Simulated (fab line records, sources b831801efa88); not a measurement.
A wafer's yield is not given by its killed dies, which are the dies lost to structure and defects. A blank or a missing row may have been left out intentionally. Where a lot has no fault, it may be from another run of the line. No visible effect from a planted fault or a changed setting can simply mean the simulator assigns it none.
The tool behind it: which one? -- flow sfq-line -- 45 wafers from 15 lots sampled at 4 of the route's 325 steps

## WHAT EACH GAUGE READ, for each wafer
SFQ_I7_OVL_MEAS_947.
lot,measured,on,I7_OVL (nm)
L816,day 82 05:20,overlay-02,4 7 -1
L817,day 82 08:57,overlay-02,-4 1 -2
L818,day 82 10:09,overlay-02,-14 -9 -17
L819,day 82 15:59,overlay-02,-1 2 4
L820,day 82 17:10,overlay-02,-5 -5 -9
L821,day 85 17:55,overlay-02,1 -7 -4
L822,day 89 14:28,overlay-02,-11 -13 -11
L829,day 96 07:37,overlay-01,-6 -8 -5
L830,day 96 17:23,overlay-02,3 -10 -3
L831,day 96 19:47,overlay-02,-1 -2 -3
L832,day 96 20:59,overlay-01,-7 -3 -4
L833,day 97 05:04,overlay-01,-3 -2 -1
L836,day 97 19:28,overlay-02,-12 -11 -13
L837,day 98 01:28,overlay-01,-3 -5 -4
L838,day 98 08:40,overlay-01,-8 -2 -4

## WHAT TOOL EACH LOT RAN ON (gives the tool, then ch and the chambers of the sampled wafers, and finally the start)
lot,SFQ_TRILAYER_I0_VIA_BARC_OPEN_VIA_ETCH_046,SFQ_TRILAYER_I1_VIA_STRIP_STRIP_053,SFQ_TRILAYER_I2_VIA_LITHO_PEB_070
L816,"rie-diel-01 ch 1,2,3, day 18 15:13","rie-metal-01 ch 0,1, day 32 10:21","litho-track-01 ch 0, day 45 08:34"
L817,"rie-diel-02 ch 1,2,3, day 18 18:49","rie-metal-02 ch 0,1, day 32 20:17","litho-track-04 ch 0, day 45 14:35"
L818,"rie-diel-01 ch 0,1,2, day 19 00:56","rie-metal-04 ch 0, day 33 01:05","litho-track-01 ch 0, day 45 20:35"
L819,"rie-diel-04 ch 0,1,3, day 19 18:29","rie-metal-04 ch 1, day 33 08:33","litho-track-02 ch 0, day 46 03:47"
L820,"rie-diel-04 ch 0,1,3, day 20 06:29","rie-metal-02 ch 0,1, day 34 01:02","litho-track-01 ch 0, day 46 16:54"
L821,"rie-diel-01 ch 0,2,3, day 21 06:29","rie-metal-01 ch 0,1, day 34 19:02","litho-track-02 ch 0, day 48 03:06"
L822,"rie-diel-01 ch 0,1,2, day 21 14:53","rie-metal-04 ch 0,1, day 35 03:26","litho-track-04 ch 0, day 48 10:18"
L829,"rie-diel-02 ch 0,1, day 24 05:25","rie-metal-01 ch 0,1, day 38 04:29","litho-track-02 ch 0, day 50 23:44"
L830,"rie-diel-02 ch 0,1,2, day 24 15:08","rie-metal-04 ch 0,1, day 38 08:05","litho-track-04 ch 0, day 51 03:22"
L831,"rie-diel-04 ch 1,2, day 25 06:52","rie-metal-02 ch 0,1, day 38 15:17","litho-track-04 ch 0, day 51 10:32"
L832,"rie-diel-01 ch 0,1, day 25 10:28","rie-metal-01 ch 0,1, day 38 17:41","litho-track-04 ch 0, day 51 11:44"
L833,"rie-diel-02 ch 0,1,2, day 25 18:52","rie-metal-01 ch 0,1, day 39 09:36","litho-track-01 ch 0, day 52 04:35"
L836,"rie-diel-04 ch 1,2,3, day 26 09:33","rie-metal-01 ch 0,1, day 39 20:12","litho-track-02 ch 0, day 52 20:17"
L837,"rie-diel-01 ch 0,1,2, day 27 05:38","rie-metal-02 ch 0,1, day 41 05:29","litho-track-02 ch 0, day 53 16:40"
L838,"rie-diel-02 ch 1,2, day 27 15:00","rie-metal-02 ch 0,1, day 41 16:22","litho-track-02 ch 0, day 54 02:16"
- SFQ_TRILAYER_I0_VIA_BARC_OPEN_VIA_ETCH_046: etches BARC in O2, target depth 125 nm, time 41.7 s.
- SFQ_TRILAYER_I1_VIA_STRIP_STRIP_053: strips in O2.
- SFQ_TRILAYER_I2_VIA_LITHO_PEB_070: peb time 60 s.

## AS READ BY THE TOOLS THEMSELVES (means over the sampled wafers that have a number; for cases with no such wafer, the mark the record gives instead)
SFQ_TRILAYER_I0_VIA_BARC_OPEN_VIA_ETCH_046.
lot,tool,drypump-motor-current-A (A),oes-product-au (a.u.)
L816,rie-diel-01,5.6,0.687
L817,rie-diel-02,5.8,0.684
L818,rie-diel-01,5.8,0.678
L819,rie-diel-04,6.0,0.680
L820,rie-diel-04,6.0,0.683
L821,rie-diel-01,5.5,0.689
L822,rie-diel-01,5.8,0.689
L829,rie-diel-02,6.0,0.683
L830,rie-diel-02,6.2,0.688
L831,rie-diel-04,5.7,0.681
L832,rie-diel-01,6.0,0.688
L833,rie-diel-02,6.1,0.686
L836,rie-diel-04,5.8,0.684
L837,rie-diel-01,5.8,0.685
L838,rie-diel-02,5.8,0.692

SFQ_TRILAYER_I1_VIA_STRIP_STRIP_053.
lot,tool,drypump-motor-current-A (A),oes-product-au (a.u.)
L816,rie-metal-01,5.7,1.007
L817,rie-metal-02,5.9,1.003
L818,rie-metal-04,6.7,1.012
L819,rie-metal-04,6.1,0.993
L820,rie-metal-02,5.8,1.009
L821,rie-metal-01,5.6,0.993
L822,rie-metal-04,6.5,1.003
L829,rie-metal-01,5.7,1.003
L830,rie-metal-04,6.3,1.012
L831,rie-metal-02,6.1,1.009
L832,rie-metal-01,5.8,0.996
L833,rie-metal-01,5.7,1.005
L836,rie-metal-01,5.7,1.007
L837,rie-metal-02,6.1,1.010
L838,rie-metal-02,5.9,1.008

SFQ_TRILAYER_I2_VIA_LITHO_PEB_070.
lot,tool,heater-power-total-W (W),plate-temp-C (C)
L816,litho-track-01,79.19,114.92
L817,litho-track-04,79.14,114.91
L818,litho-track-01,79.18,114.98
L819,litho-track-02,79.13,114.98
L820,litho-track-01,79.17,115.16
L821,litho-track-02,79.14,115.04
L822,litho-track-04,79.18,114.90
L829,litho-track-02,79.18,115.08
L830,litho-track-04,77.62,113.31
L831,litho-track-04,77.64,113.46
L832,litho-track-04,77.64,113.26
L833,litho-track-01,79.12,115.19
L836,litho-track-02,79.18,115.25
L837,litho-track-02,79.15,114.99
L838,litho-track-02,79.16,115.20

## THE ANSWER, worked out from the rows above alone
Rule: the lots themselves supply what counts as usual. Put in order of their means at a reading, lots are off if they are a third of the lots or fewer, leave a main group of 4 or more, and stand apart from it by a gap of 3 or more times the standard deviation of the main group's means; of several such gaps the widest counts. If all means in a main group match to the digits the tables above print for the reading, that group is not used. Also off: a lot with no number at a reading for which 4 or more lots have one. Where the step has rows for the other lots, those lots are counted as sound. After the gauges, taken in route order, come the tools' own readings; for these a lot's mean is taken, as printed above. At the first step where some lot is off, the reading lying furthest off is the one used; lots without a number count as furthest.
Off: L830, L831, L832, at SFQ_TRILAYER_I2_VIA_LITHO_PEB_070 (heater-power-total-W). The main group: mean 79.16 W, standard deviation 0.022.
A tool fits if, at that step or a process step before it, it ran every lot that is off, and no sound lot after the first of them. One candidate fits, namely litho-track-04 at SFQ_TRILAYER_I2_VIA_LITHO_PEB_070. Its last sound lot is L822 (day 48 10:18), its first lot that is off L830 (day 51 03:22): a fault that began between those two fits.
The tool's own readings at SFQ_TRILAYER_I2_VIA_LITHO_PEB_070 bear it out: on the lots that are off they differ by more than 5 times the standard deviation of the sound lots' means. heater-power-total-W reads 77.63 W there against 79.16 W on the sound lots; plate-temp-C reads 113.34 C there against 115.05 C on the sound lots.

## WHAT WAS PUT IN BY THE SIMULATOR
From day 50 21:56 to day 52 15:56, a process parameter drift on litho-track-04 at SFQ_TRILAYER_I2_VIA_LITHO_PEB_070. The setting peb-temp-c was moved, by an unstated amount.
Shown lots that were struck: L830, L831, L832. Same finding as the rule above.
